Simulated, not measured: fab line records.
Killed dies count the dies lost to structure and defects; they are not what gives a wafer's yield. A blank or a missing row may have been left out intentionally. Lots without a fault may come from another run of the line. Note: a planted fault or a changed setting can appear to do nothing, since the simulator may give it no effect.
Chamber matching + flow sky130 + cmp-01 running SKY_CONTACT_CMP_27: 4 sister chambers
The step polishes, stops on SiO2, t overpolish 15 s, target thk 0 nm. 4 wafers are shown with their chamber, then 8 later ones without.

## WAFERS, EACH WITH ITS CHAMBER
| wafer  | chamber | motor_current_A (A) |
|--------|---------|---------------------|
| L648.2 | 1       | 11.8                |
| L650.3 | 2       | 12.5                |
| L650.4 | 0       | 10.2                |
| L653.2 | 3       | 10.6                |

## WAFERS WITHOUT THEIR CHAMBER
| wafer  | motor_current_A (A) |
|--------|---------------------|
| L653.3 | 12.4                |
| L653.6 | 11.3                |
| L654.2 | 12.3                |
| L654.3 | 10.1                |
| L654.4 | 11.8                |
| L669.1 | 10.4                |
| L669.2 | 11.8                |
| L669.5 | 10.6                |

## THE CHAMBER EACH PASSED THROUGH
| wafer  | from the rows above     | in truth                   |
|--------|-------------------------|----------------------------|
| L653.3 | 2                       | 2                          |
| L653.6 | can't be placed: 1 or 3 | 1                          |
| L654.2 | can't be placed: 2 or 1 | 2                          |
| L654.3 | can't be placed: 0 or 3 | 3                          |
| L654.4 | 1                       | 1                          |
| L669.1 | can't be placed: 3 or 0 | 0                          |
| L669.2 | 1                       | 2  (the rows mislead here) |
| L669.5 | can't be placed: 3 or 0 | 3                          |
Placed correctly: 2 of 8. Unplaceable from these rows: 5, with the true chamber sitting among the candidates in 5. Number placed wrongly: 1.
How it was worked out, from the rows above alone: a wafer's distance from a chamber is the root of the sum, over the readings, of the square of ((its reading less the chamber's mean) divided by the reading's scatter). If the next closest chamber is less than 2 further off than the closest, the wafer can't be placed; otherwise it belongs to the closest. Each chamber's mean is taken over the wafers shown for it. The scatter (one wafer shown for each chamber): square how far every hidden wafer sits from the nearest shown wafer, average those squares and take the square root.
